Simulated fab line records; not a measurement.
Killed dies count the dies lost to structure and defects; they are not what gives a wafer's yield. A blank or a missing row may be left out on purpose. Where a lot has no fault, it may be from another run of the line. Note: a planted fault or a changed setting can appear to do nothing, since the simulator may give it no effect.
fab line records | flow sky130
record: lots: 14 | wafers: 42 | last_day: 50
route steps=708 shown FIELD_ISO@5 PWDE@47 NWELL@63
lots that met no fault: taken from a fault-free run of the same line
start_h: hours from the record's opening day to when the first of the lot's shown wafers began | wait_h: hours elapsed since this lot's preceding step | " the same as in the row above | L1.1+2: one row covering several wafers at once | - no value, or no start given | * or withheld: withheld | < > ~ a bound
route shown NAME@n: names a module that has steps shown in the file, with the first one's number in the route | usual: mean/standard deviation taken from wafers without a fault | same: alike in all rows | chamber/n: place in a boat | sites: per-site readings | _std_site: their standard deviation | _edge_site: outer sites' mean less inner sites' | radius_mm: for every site, how far away it sits from the centre of the wafer | mask NAME#n: copy n | behind: the most recent tool/chamber to have shaped the wafer | hold: what put the lot on hold/how long, in hours/how the hold closed | device: transistor that didn't switch, given as n, p or np | end of line: tests of these same wafers at the route's end | a step given without rows: its recipe and nothing more | killed: the dies lost at the first sort to structure and to defects; this is not the yield of the wafer | map: dies across one wafer; x = killed, . = not, _ = none there
set.NAME: the setting as run; set.NAME@STEP: as run at that earlier step | model.NAME: the simulator's own value behind a step, which no gauge read
one table for each step of the route and one row for each wafer, over a sample of lots
services: from which hour (start_h, from the record's first day; less than 0 if before it) a tool's chamber was out of use, for how many hours, and why
== steps ==
step: SKY_FIELD_ISO_THK_MEAS_04
recipe: reads: Si3N4_of_FIELD_ISO_CVD_03
usual: FIELD_ISO_CVD_03_THK: 170.9/1.7
lot.wafer | tool          | chamber | start_h | wait_h | FIELD_ISO_CVD_03_THK[nm]
L803.4    | film_metro-01 | -       | 15.32   | 0.0    | 171.8
L803.5    | "             | -       | "       | "      | 172.1
L803.6    | "             | -       | "       | "      | 171.6
L804.4    | film_metro-02 | -       | 18.51   | 0.0    | 172.8
L804.5    | "             | -       | "       | "      | 172.0
L804.6    | "             | -       | "       | "      | 171.7
L806.1    | film_metro-01 | -       | 29.08   | 0.0    | 169.3
L806.2    | "             | -       | "       | "      | 169.9
L806.3    | "             | -       | "       | "      | 168.7
L807.1    | film_metro-03 | -       | 35.53   | 0.0    | 170.7
L807.2    | "             | -       | "       | "      | 170.9
L807.4    | "             | -       | "       | "      | 170.4
L808.2    | film_metro-01 | -       | 42.76   | 0.0    | 169.6
L808.3    | "             | -       | "       | "      | 170.3
L808.6    | "             | -       | "       | "      | 169.4
L809.3    | film_metro-03 | -       | 44.55   | 0.0    | 171.9
L809.4    | "             | -       | "       | "      | 172.6
L809.5    | "             | -       | "       | "      | 172.5
L810.1    | film_metro-02 | -       | 49.96   | 0.0    | 174.0
L810.2    | "             | -       | "       | "      | 174.0
L810.6    | "             | -       | "       | "      | 173.3
L811.1    | film_metro-03 | -       | 56.22   | 0.0    | 170.6
L811.3    | "             | -       | "       | "      | 171.3
L811.6    | "             | -       | "       | "      | 169.8
L812.2    | film_metro-02 | -       | 58.49   | 0.0    | 171.3
L812.3    | "             | -       | "       | "      | 171.0
L812.6    | "             | -       | "       | "      | 170.5
L813.1    | film_metro-03 | -       | 63.48   | 0.0    | 171.0
L813.3    | "             | -       | "       | "      | 171.3
L813.6    | "             | -       | "       | "      | 168.9
L821.1    | film_metro-03 | -       | 108.67  | 0.0    | 174.0
L821.3    | "             | -       | "       | "      | 174.7
L821.4    | "             | -       | "       | "      | 174.2
L823.1    | film_metro-02 | -       | 113.48  | 0.0    | 169.9
L823.4    | "             | -       | "       | "      | 169.9
L823.6    | "             | -       | "       | "      | 171.3
L826.1    | film_metro-03 | -       | 135.13  | 0.1    | 171.5
L826.3    | "             | -       | "       | "      | 171.6
L826.5    | "             | -       | "       | "      | 170.4
L825.3    | film_metro-02 | -       | 135.16  | 0.1    | 168.9
L825.4    | "             | -       | "       | "      | 169.2
L825.5    | "             | -       | "       | "      | 167.1
step: SKY_FIELD_ISO_ETCH_17
recipe: target_depth_a: 3420 | mask_material: Si3N4 | chemistry: HBr/Cl2/O2 | target: Si | taper_deg: 5 | icp_w: 600 | bias_w: 150 | pressure_mtorr: 15 | HBr_flow_sccm: 150 | Cl2_flow_sccm: 40 | O2_flow_sccm: 6 | time_s: 97.7
usual: O2_flow_sccm: 6.001/0.021 | drypump_motor_current_A: 5.7/0.39 | oes_product_au: 1.002/0.0078 | throttle_valve_pct: 25.655/0.0094
lot.wafer | tool      | chamber | start_h | wait_h | O2_flow_sccm | drypump_motor_current_A | oes_product_au | rf_hours_counter_h | throttle_valve_pct
L803.4    | rie_si-02 | 1       | 30.09   | 0.1    | 5.987        | 6.0                     | 1.008          | -                  | 25.658
L803.5    | "         | 2       | "       | "      | 5.970        | 5.9                     | 1.004          | -                  | 25.647
L803.6    | "         | 3       | "       | "      | 5.972        | 5.2                     | 1.002          | -                  | 25.654
L804.4    | rie_si-01 | 1       | 33.47   | 0.0    | 6.028        | 5.7                     | 1.000          | 105                | 25.652
L804.5    | "         | 0       | "       | "      | 5.966        | 4.9                     | 0.994          | -                  | 25.665
L804.6    | "         | 3       | "       | "      | 6.019        | 5.8                     | 1.017          | -                  | 25.641
L806.1    | rie_si-01 | 1       | 44.49   | 0.1    | 6.014        | 5.7                     | 1.002          | 105                | 25.664
L806.2    | "         | 2       | "       | "      | 6.008        | 6.1                     | 0.994          | 0                  | 25.641
L806.3    | "         | 3       | "       | "      | 5.980        | 5.7                     | 1.013          | 33                 | 25.648
L807.1    | rie_si-01 | 0       | 50.54   | 0.1    | 5.982        | 4.9                     | 0.993          | 125                | 25.641
L807.2    | "         | 1       | "       | "      | 5.999        | 5.6                     | 0.996          | 105                | 25.667
L807.4    | "         | 2       | "       | "      | 5.993        | 6.1                     | 1.004          | 0                  | 25.661
L808.2    | rie_si-01 | 1       | 58.83   | 0.1    | 6.019        | 5.7                     | 1.006          | 105                | 25.668
L808.3    | "         | 3       | "       | "      | 5.993        | 5.7                     | 0.995          | 33                 | 25.660
L808.6    | "         | 3       | "       | "      | 5.960        | 5.8                     | 0.994          | -                  | 25.652
L809.3    | rie_si-02 | 1       | 60.34   | 0.0    | 6.013        | 5.9                     | 1.007          | 111                | 25.665
L809.4    | "         | 2       | "       | "      | 5.981        | 5.9                     | 1.004          | 20                 | 25.660
L809.5    | "         | 3       | "       | "      | 5.963        | 5.3                     | 1.001          | -                  | 25.666
L810.1    | rie_si-02 | 2       | 66.59   | 0.1    | 6.006        | 5.9                     | 1.001          | 20                 | 25.664
L810.2    | "         | 1       | "       | "      | 6.020        | 6.0                     | 1.004          | 111                | 25.655
L810.6    | "         | 1       | "       | "      | 6.019        | 6.0                     | 0.991          | -                  | 25.638
L811.1    | rie_si-02 | 3       | 73.56   | 0.1    | 5.964        | 5.2                     | 0.992          | 4                  | 25.651
L811.3    | "         | 0       | "       | "      | 6.034        | 6.0                     | 1.002          | 106                | 25.646
L811.6    | "         | 1       | "       | "      | 5.996        | 5.9                     | 0.999          | -                  | 25.651
L812.2    | rie_si-01 | 3       | 75.57   | 0.1    | 5.977        | 5.7                     | 1.008          | 33                 | 25.650
L812.3    | "         | 2       | "       | "      | 6.008        | 6.1                     | 1.015          | 0                  | 25.656
L812.6    | "         | 2       | "       | "      | 6.041        | 6.1                     | 1.008          | -                  | 25.680
L813.1    | rie_si-02 | 1       | 80.29   | 0.1    | 5.994        | 6.0                     | 1.004          | 112                | 25.664
L813.3    | "         | 0       | "       | "      | 6.021        | 6.0                     | 0.986          | 106                | 25.662
L813.6    | "         | 0       | "       | "      | 6.002        | 6.1                     | 0.992          | -                  | 25.670
L821.1    | rie_si-02 | 3       | 128.26  | 0.1    | 5.989        | 5.3                     | 0.997          | 4                  | 25.666
L821.3    | "         | 1       | "       | "      | 5.997        | 5.9                     | 1.006          | 112                | 25.644
L821.4    | "         | 2       | "       | "      | 5.987        | 5.9                     | 1.008          | 20                 | 25.642
L823.1    | rie_si-02 | 1       | 131.47  | 0.1    | 6.004        | 6.0                     | 1.000          | 112                | 25.638
L823.4    | "         | 3       | "       | "      | 5.998        | 5.3                     | 0.991          | 4                  | 25.662
L823.6    | "         | 1       | "       | "      | 6.014        | 6.0                     | 1.015          | -                  | 25.653
L826.1    | rie_si-02 | 3       | 154.37  | 0.1    | 6.044        | 5.3                     | 0.996          | 4                  | 25.646
L826.3    | "         | 0       | "       | "      | 5.988        | 6.1                     | 0.999          | 107                | 25.653
L826.5    | "         | 1       | "       | "      | 5.993        | 5.9                     | 1.015          | -                  | 25.648
L825.3    | rie_si-01 | 0       | 154.91  | 0.0    | 5.983        | 4.9                     | 0.993          | 126                | 25.658
L825.4    | "         | 2       | "       | "      | 6.029        | 6.2                     | 0.993          | 1                  | 25.658
L825.5    | "         | 1       | "       | "      | 5.996        | 5.7                     | 0.992          | -                  | 25.654
step: SKY_PWDE_COAT_02
recipe: spin_rpm: 2000 | resist_thk_nm: 3000
lot.wafer  | tool           | chamber | start_h | wait_h
L803.4+5+6 | litho_track-02 | 0       | 61.35   | 0.1
L804.4+5+6 | litho_track-02 | 0       | 67.45   | 0.1
L806.1+2+3 | litho_track-04 | 0       | 78.13   | 0.1
L807.1+2+4 | litho_track-01 | 0       | 82.55   | 0.1
L808.2+3+6 | litho_track-01 | 0       | 89.98   | 0.1
L809.3+4+5 | litho_track-04 | 0       | 92.33   | 0.1
L810.1+2+6 | litho_track-02 | 0       | 99.62   | 0.1
L811.1+3+6 | litho_track-01 | 0       | 106.65  | 0.1
L812.2+3+6 | litho_track-01 | 0       | 109.18  | 0.1
L813.1+3+6 | litho_track-01 | 0       | 111.35  | 0.1
L821.1+3+4 | litho_track-04 | 0       | 166.23  | 0.1
L823.1+4+6 | litho_track-04 | 0       | 169.53  | 0.1
L826.1+3+5 | litho_track-02 | 0       | 193.52  | 0.1
L825.3+4+5 | litho_track-02 | 0       | 197.87  | 0.1
step: SKY_PWDE_STRIP_09
recipe: chemistry: O2/N2 | power_w: 1400 | pressure_mtorr: 1500 | platen_temp_c: withheld | o2_flow_sccm: 3000 | n2_flow_sccm: 300 | overash_fraction: 0.5
usual: drypump_motor_current_A: 6.0/0.48 | oes_product_au: 0.722/0.0044 | strip_time_to_endpoint_s: 37.02/0.11
lot.wafer | tool            | chamber | start_h | wait_h | drypump_motor_current_A | oes_product_au | rf_hours_counter_h | strip_time_to_endpoint_s
L803.4    | plasma_asher-01 | 1       | 70.07   | 0.1    | 6.5                     | 0.726          | -                  | 36.98
L803.5    | "               | 1       | "       | "      | 6.5                     | 0.721          | -                  | 37.07
L803.6    | "               | 0       | "       | "      | 5.5                     | 0.725          | -                  | 36.99
L804.4    | plasma_asher-01 | 0       | 76.55   | 0.1    | 5.5                     | 0.724          | -                  | 37.04
L804.5    | "               | 1       | "       | "      | 6.4                     | 0.724          | -                  | 37.05
L804.6    | "               | 0       | "       | "      | 5.5                     | 0.722          | -                  | 37.08
L806.1    | plasma_asher-01 | 1       | 87.11   | 0.1    | 6.4                     | 0.715          | 44                 | 37.26
L806.2    | "               | 0       | "       | "      | 5.5                     | 0.722          | 44                 | 37.19
L806.3    | "               | 0       | "       | "      | 5.5                     | 0.714          | -                  | 37.18
L807.1    | plasma_asher-01 | 0       | 91.26   | 0.1    | 5.5                     | 0.732          | 44                 | 37.07
L807.2    | "               | 1       | "       | "      | 6.4                     | 0.723          | 44                 | 37.03
L807.4    | "               | 0       | "       | "      | 5.5                     | 0.731          | -                  | 37.06
L808.2    | plasma_asher-03 | 0       | 98.09   | 0.1    | 5.5                     | 0.728          | 23                 | 37.11
L808.3    | "               | 1       | "       | "      | 6.5                     | 0.716          | -                  | 37.02
L808.6    | "               | 0       | "       | "      | 5.6                     | 0.720          | -                  | 37.05
L809.3    | plasma_asher-01 | 0       | 100.67  | 0.1    | 5.5                     | 0.715          | -                  | 36.92
L809.4    | "               | 1       | "       | "      | 6.4                     | 0.727          | -                  | 36.81
L809.5    | "               | 0       | "       | "      | 5.5                     | 0.720          | -                  | 36.84
L810.1    | plasma_asher-02 | 1       | 108.69  | 0.1    | 6.5                     | 0.725          | 43                 | 37.04
L810.2    | "               | 0       | "       | "      | 5.4                     | 0.723          | 43                 | 37.04
L810.6    | "               | 0       | "       | "      | 5.4                     | 0.720          | -                  | 37.12
L811.1    | plasma_asher-03 | 0       | 116.66  | 0.1    | 5.5                     | 0.720          | 24                 | 36.97
L811.3    | "               | 1       | "       | "      | 6.5                     | 0.716          | -                  | 36.97
L811.6    | "               | 1       | "       | "      | 6.5                     | 0.718          | -                  | 36.98
L812.2    | plasma_asher-02 | 1       | 119.11  | 0.1    | 6.4                     | 0.727          | 44                 | 37.11
L812.3    | "               | 1       | "       | "      | 6.4                     | 0.724          | -                  | 37.14
L812.6    | "               | 1       | "       | "      | 6.5                     | 0.721          | -                  | 37.00
L813.1    | plasma_asher-02 | 0       | 121.09  | 0.1    | 5.4                     | 0.723          | 44                 | 36.94
L813.3    | "               | 1       | "       | "      | 6.4                     | 0.725          | -                  | 36.84
L813.6    | "               | 1       | "       | "      | 6.5                     | 0.726          | -                  | 36.74
L821.1    | plasma_asher-01 | 0       | 176.96  | 0.1    | 5.5                     | 0.612          | 6                  | 9.14
L821.3    | "               | 0       | "       | "      | 5.5                     | 0.616          | -                  | 9.12
L821.4    | "               | 1       | "       | "      | 6.4                     | 0.613          | -                  | 9.11
L823.1    | plasma_asher-03 | 0       | 180.66  | 0.1    | 5.5                     | 0.615          | 28                 | 9.15
L823.4    | "               | 0       | "       | "      | 5.5                     | 0.615          | -                  | 9.19
L823.6    | "               | 1       | "       | "      | 6.5                     | 0.607          | -                  | 9.17
L826.1    | plasma_asher-03 | 1       | 204.29  | 0.1    | 6.5                     | 0.723          | 30                 | 37.21
L826.3    | "               | 1       | "       | "      | 6.4                     | 0.723          | -                  | 37.11
L826.5    | "               | 0       | "       | "      | 5.6                     | 0.725          | -                  | 37.16
L825.3    | plasma_asher-03 | 0       | 209.10  | 0.1    | 5.6                     | 0.721          | -                  | 37.05
L825.4    | "               | 1       | "       | "      | 6.4                     | 0.729          | -                  | 37.08
L825.5    | "               | 0       | "       | "      | 5.5                     | 0.728          | -                  | 37.05
step: SKY_NWELL_OVL_MEAS_10
usual: NWELL_00_OVL: -0.6/1.4
lot.wafer | tool       | chamber | start_h | wait_h | NWELL_00_OVL[nm]
L803.4    | overlay-02 | -       | 86.30   | -      | -1.0
L803.5    | "          | -       | "       | "      | -1.2
L803.6    | "          | -       | "       | "      | -0.7
L804.4    | overlay-02 | -       | 93.22   | -      | -2.4
L804.5    | "          | -       | "       | "      | -2.7
L804.6    | "          | -       | "       | "      | -2.1
L806.1    | overlay-01 | -       | 104.20  | -      | -0.7
L806.2    | "          | -       | "       | "      | -2.0
L806.3    | "          | -       | "       | "      | -2.0
L807.1    | overlay-01 | -       | 108.03  | -      | 0.5
L807.2    | "          | -       | "       | "      | 0.0
L807.4    | "          | -       | "       | "      | -1.4
L808.2    | overlay-01 | -       | 116.31  | -      | -2.4
L808.3    | "          | -       | "       | "      | -2.3
L808.6    | "          | -       | "       | "      | -1.0
L809.3    | overlay-01 | -       | 119.00  | -      | 0.3
L809.4    | "          | -       | "       | "      | 2.0
L809.5    | "          | -       | "       | "      | -0.4
L810.1    | overlay-02 | -       | 127.60  | -      | 0.8
L810.2    | "          | -       | "       | "      | 0.7
L810.6    | "          | -       | "       | "      | 0.7
L811.1    | overlay-02 | -       | 134.50  | -      | 0.9
L811.3    | "          | -       | "       | "      | -0.1
L811.6    | "          | -       | "       | "      | 0.4
L812.2    | overlay-01 | -       | 136.09  | -      | -1.6
L812.3    | "          | -       | "       | "      | -1.5
L812.6    | "          | -       | "       | "      | -0.5
L813.1    | overlay-02 | -       | 138.29  | -      | 0.9
L813.3    | "          | -       | "       | "      | 0.1
L813.6    | "          | -       | "       | "      | 0.0
L821.1    | overlay-01 | -       | 198.00  | -      | 0.9
L821.3    | "          | -       | "       | "      | 1.1
L821.4    | "          | -       | "       | "      | -1.3
L823.1    | overlay-02 | -       | 201.99  | -      | 0.7
L823.4    | "          | -       | "       | "      | 0.8
L823.6    | "          | -       | "       | "      | 0.6
L826.1    | overlay-01 | -       | 225.34  | -      | -4.2
L826.3    | "          | -       | "       | "      | -1.3
L826.5    | "          | -       | "       | "      | -2.9
L825.3    | overlay-01 | -       | 230.89  | -      | -1.2
L825.4    | "          | -       | "       | "      | -1.8
L825.5    | "          | -       | "       | "      | 0.1
== services ==
tool            | chamber | start_h | hours | kind
plasma_asher-01 | -       | 15.45   | 2.8   | pm
rie_si-02       | 0       | 19.96   | 14.7  | repair
rie_si-01       | 2       | 23.87   | 4.4   | repair
plasma_asher-03 | -       | 67.44   | 12.2  | repair
rie_si-02       | 2       | 72.51   | 1.4   | repair
rie_si-01       | 3       | 93.80   | 16.0  | repair
plasma_asher-01 | -       | 108.75  | 9.0   | pm
plasma_asher-01 | 0       | 108.75  | 9.0   | vent_cycle
plasma_asher-01 | 1       | 108.75  | 9.0   | vent_cycle
plasma_asher-01 | 0       | 117.75  | -     | clean
plasma_asher-01 | 1       | 117.75  | -     | clean
rie_si-02       | 0       | 145.49  | 4.7   | repair
plasma_asher-03 | -       | 150.54  | 28.1  | pm
plasma_asher-02 | -       | 176.08  | 14.5  | repair
rie_si-01       | 0       | 187.06  | -     | clean
rie_si-01       | 0       | 187.06  | 21.1  | scheduled_down
rie_si-01       | 0       | 187.06  | 21.1  | vent_cycle
rie_si-01       | 3       | 192.89  | 7.1   | repair
== key ==
first_sign: step: SKY_PWDE_STRIP_09 | reading: strip_time_to_endpoint_s | direction: down | sigmas: 99+ | usual: * | struck: *
effect: step: SKY_PWDE_STRIP_09 | reading: oes_product_au | direction: down | sigmas: 25 | usual: 0.722 | struck: 0.613
met_at SKY_PWDE_COAT_02
struck_lots L821,L823
sort_left_out L821.1,L821.3,L821.4,L823.1,L823.4,L823.6
tester_left_out L821,L823
not_acting_at SKY_FIELD_ISO_THK_MEAS_04,SKY_FIELD_ISO_ETCH_17,SKY_NWELL_OVL_MEAS_10
onset_between 92.33 166.23
fault: kind: process_parameter_drift | tool: litho_track-04 | chamber: - | onset_h: 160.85 | steps: SKY_PWDE_COAT_02 | channel: resist_thk_nm | offset: -2341.7 | shape: step | end_h: 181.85 | acts_in: these_recipes_only | stated: 3000
tester_left_out: of these lots the tester's yield and bins aren't shown, on N5 and GAA mostly nor the transistor test; their killed dies are dies lost to structure and defects alone, not to doping, threshold or leakage, so they don't give the yield
sort_left_out: the simulated sort isn't trusted on such a fault, so these wafers' sort isn't shown, and their yield isn't known
